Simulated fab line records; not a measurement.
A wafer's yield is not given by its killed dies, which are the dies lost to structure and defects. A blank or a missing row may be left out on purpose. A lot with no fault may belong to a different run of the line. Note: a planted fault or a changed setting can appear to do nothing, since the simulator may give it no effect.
What tool caused it?    flow sky130    13 lots with 39 wafers sampled at 4 steps, on a route of 708 steps

## WHAT THE GAUGES SHOWED, per wafer
SKY_SONOS_TUNNEL_CD_MEAS_07: target cd 410 nm.
lot   measured      on         cd-nm (nm)
L858  day 11 07:58  cd-sem-02  408.1 406.5 408.0
L859  day 11 15:41  cd-sem-02  411.6 411.6 414.5
L861  day 12 03:44  cd-sem-01  411.5 411.8 413.3
L863  day 12 19:32  cd-sem-01  410.7 410.3 411.1
L864  day 13 03:53  cd-sem-01  409.9 406.2 407.1
L865  day 13 16:25  cd-sem-01  414.1 414.2 412.4
L866  day 13 22:59  cd-sem-01  407.5 405.7 407.3
L874  day 16 22:05  cd-sem-02  404.4 406.8 407.0
L877  day 17 13:44  cd-sem-01  407.0 408.7 406.4
L878  day 17 21:44  cd-sem-01  408.6 407.9 409.6
L879  day 18 08:59  cd-sem-01  410.0 408.5 409.7
L880  day 18 16:58  cd-sem-01  411.8 408.9 413.0
L881  day 19 02:08  cd-sem-01  404.5 402.3 405.0

SKY_POLY_CUT_OVL_MEAS_09.
lot   measured      on          POLY_CUT_OVL (nm)
L858  day 24 02:08  overlay-01  3 2 -2
L859  day 24 14:28  overlay-02  -1 6 8
L861  day 25 05:07  overlay-01  9 2 9
L863  day 25 16:58  overlay-01  4 3 -4
L864  day 26 08:01  overlay-01  2 13 -5
L865  day 26 21:16  overlay-02  10 3 11
L866  day 27 00:16  overlay-01  6 7 -1
L874  day 30 02:13  overlay-02  -8 -10 -14
L877  day 30 17:22  overlay-02  -7 1 -2
L878  day 31 00:40  overlay-02  0 12 6
L879  day 31 08:34  overlay-01  5 3 7
L880  day 31 16:55  overlay-01  1 10 -1
L881  day 31 19:43  overlay-01  -2 -6 -8

SKY_SD_N_OVL_MEAS_08.
lot   measured      on          SD_N_OVL (nm)
L858  day 27 18:03  overlay-02  0.3 -1.4 1.3
L859  day 28 06:05  overlay-02  -1.8 -1.2 -1.5
L861  day 28 19:38  overlay-01  2.2 -0.4 -0.7
L863  day 29 06:59  overlay-01  -0.3 1.5 2.1
L864  day 29 20:58  overlay-01  1.8 1.5 1.8
L865  day 30 10:01  overlay-01  -1.3 0.4 2.6
L866  day 30 13:46  overlay-02  2.0 1.3 3.7
L874  day 33 11:01  overlay-02  0.2 0.5 1.0
L877  day 34 02:36  overlay-01  -0.1 -2.1 -0.6
L878  day 34 08:08  overlay-02  -1.8 -0.1 -1.1
L879  day 34 18:09  overlay-02  2.7 3.4 1.2
L880  day 35 00:22  overlay-01  3.2 2.3 4.1
L881  day 35 04:13  overlay-02  1.0 -1.2 0.4

## WHAT TOOL EACH LOT RAN ON (gives the tool, then ch and the chambers of the sampled wafers, and finally the start)
lot   SKY_LDD_LDN_EXPOSE_04
L858  iline-stepper-02 ch 0, day 22 01:55
L859  iline-stepper-01 ch 0, day 22 15:01
L861  iline-stepper-01 ch 0, day 23 07:02
L863  iline-stepper-01 ch 0, day 23 18:22
L864  iline-stepper-02 ch 0, day 24 07:00
L865  iline-stepper-02 ch 0, day 24 23:55
L866  iline-stepper-02 ch 0, day 25 03:32
L874  iline-stepper-01 ch 0, day 28 04:29
L877  iline-stepper-02 ch 0, day 28 20:52
L878  iline-stepper-02 ch 0, day 29 04:58
L879  iline-stepper-01 ch 0, day 29 13:23
L880  iline-stepper-02 ch 0, day 29 21:59
L881  iline-stepper-02 ch 0, day 30 01:05
- SKY_LDD_LDN_EXPOSE_04: exposes mask LDNTM, target cd 700 nm.

## AS READ BY THE TOOLS THEMSELVES (means over the sampled wafers that have a number; for cases with no such wafer, the mark the record gives instead)
The record holds no such reading with a usual standard deviation.

## THE ANSWER, worked out from the rows above alone
Rule: the usual values come from the lots themselves. The widest of any qualifying gaps counts: lots, ordered by their means at a reading, are off when they make up no more than a third of the lots, leave a main group of 4 or more, and stand apart from it by 3 or more times the standard deviation of that group's means. A main group is skipped when, at the precision printed for the reading in the tables above, its means are all equal. A lot without any number at a reading at which 4 lots or more have one is off too. Any other lot the step has rows for is counted as sound. The gauges are gone through in route order, then the tools' own readings, and for those a lot's mean is taken as printed above. The first step at which some lot is off is used, and at that step the reading that is off furthest; a lot without a number counts as furthest.
No lot is off at any reading shown: from this, nothing can be told.

## WHAT HAD BEEN PUT IN BY THE SIMULATOR
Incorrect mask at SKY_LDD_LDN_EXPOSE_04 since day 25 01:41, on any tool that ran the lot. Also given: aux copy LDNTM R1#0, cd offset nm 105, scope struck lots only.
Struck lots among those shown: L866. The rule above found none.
